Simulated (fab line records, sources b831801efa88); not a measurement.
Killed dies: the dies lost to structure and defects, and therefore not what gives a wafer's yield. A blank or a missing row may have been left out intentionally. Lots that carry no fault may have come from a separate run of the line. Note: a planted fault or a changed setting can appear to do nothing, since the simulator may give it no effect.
Which tool was responsible? -- flow sky130 -- 33 wafers from 11 lots sampled at 3 of the route's 708 steps

== WHAT THE GAUGES SHOWED, per wafer ==
SKY_SONOS_ONO_THK_MEAS_01.
lot,measured,on,SONOS_ONO_OXIDATION_THK (nm)
L319,day 11 16:29,film-metro-03,2.49 2.49 2.49
L323,day 13 03:46,film-metro-01,3.02 2.93 2.96
L324,day 13 09:11,film-metro-01,2.92 2.91 2.98
L325,day 13 12:04,film-metro-01,2.96 2.95 2.95
L331,day 15 20:34,film-metro-01,2.64 2.61 2.67
L332,day 16 06:46,film-metro-03,2.53 2.63 2.50
L333,day 16 06:49,film-metro-01,2.57 2.53 2.53
L335,day 17 03:28,film-metro-03,2.52 2.58 2.60
L340,day 18 12:01,film-metro-01,2.62 2.71 2.70
L341,day 18 22:09,film-metro-03,2.67 2.65 2.67
L342,day 19 06:18,film-metro-01,2.68 2.60 2.57

== TOOL THAT RAN EACH LOT (tool first, then ch and the chambers of the sampled wafers, then the start) ==
lot,SKY_FIELD_ISO_CMP_27,SKY_SONOS_ONO_OXIDATION_00
L319,"cmp-01 ch 0,1,3, day 2 11:35","furnace-02 ch 0, day 11 15:07"
L323,"cmp-01 ch 0,2,3, day 3 07:48","furnace-02 ch 0, day 13 02:25"
L324,"cmp-01 ch 0,1, day 3 11:46","furnace-02 ch 0, day 13 07:50"
L325,"cmp-01 ch 1,2, day 3 15:08","furnace-02 ch 0, day 13 10:42"
L331,"cmp-01 ch 1,3, day 5 01:12","furnace-01 ch 0, day 15 19:13"
L332,"cmp-01 ch 0,2,3, day 5 07:11","furnace-01 ch 0, day 16 05:25"
L333,"cmp-02 ch 1,3, day 5 09:23","furnace-01 ch 0, day 16 05:25"
L335,"cmp-02 ch 1,2,3, day 5 22:03","furnace-01 ch 0, day 17 02:05"
L340,"cmp-02 ch 1,2, day 6 23:14","furnace-02 ch 0, day 18 10:41"
L341,"cmp-01 ch 0,1,2, day 7 06:09","furnace-02 ch 0, day 18 20:48"
L342,"cmp-02 ch 0,2,3, day 7 13:17","furnace-02 ch 0, day 19 04:58"
- SKY_FIELD_ISO_CMP_27: polishes, stops on Si3N4, t overpolish 16 s, target thk 457.8 nm.
- SKY_SONOS_ONO_OXIDATION_00: stabilise 600 s, purge 300 s, target thk 2.6 nm.

== THE ANSWER, worked out from the rows above alone ==
Rule: usual is defined by the lots themselves. The widest of any qualifying gaps counts: lots, ordered by their means at a reading, are off when they make up no more than a third of the lots, leave a main group of 4 or more, and stand apart from it by 3 or more times the standard deviation of that group's means. A main group whose means are all the same, to the digits that the tables above print for the reading, isn't used. Also off: a lot with no number at a reading for which 4 or more lots have one. The other lots that the step has rows for count as sound.
Off: at SKY_SONOS_ONO_THK_MEAS_01 (SONOS_ONO_OXIDATION_THK), L323, L324, L325. Main group: mean 2.59 nm, sd 0.061.
If a tool, at a process step before that reading, ran all the lots that are off and no sound lot after the first of them, it fits. Those tools and the gauges at SKY_SONOS_ONO_THK_MEAS_01 are tried in the same way. None of those tried fits.

== WHAT THE SIMULATOR HAD PUT IN ==
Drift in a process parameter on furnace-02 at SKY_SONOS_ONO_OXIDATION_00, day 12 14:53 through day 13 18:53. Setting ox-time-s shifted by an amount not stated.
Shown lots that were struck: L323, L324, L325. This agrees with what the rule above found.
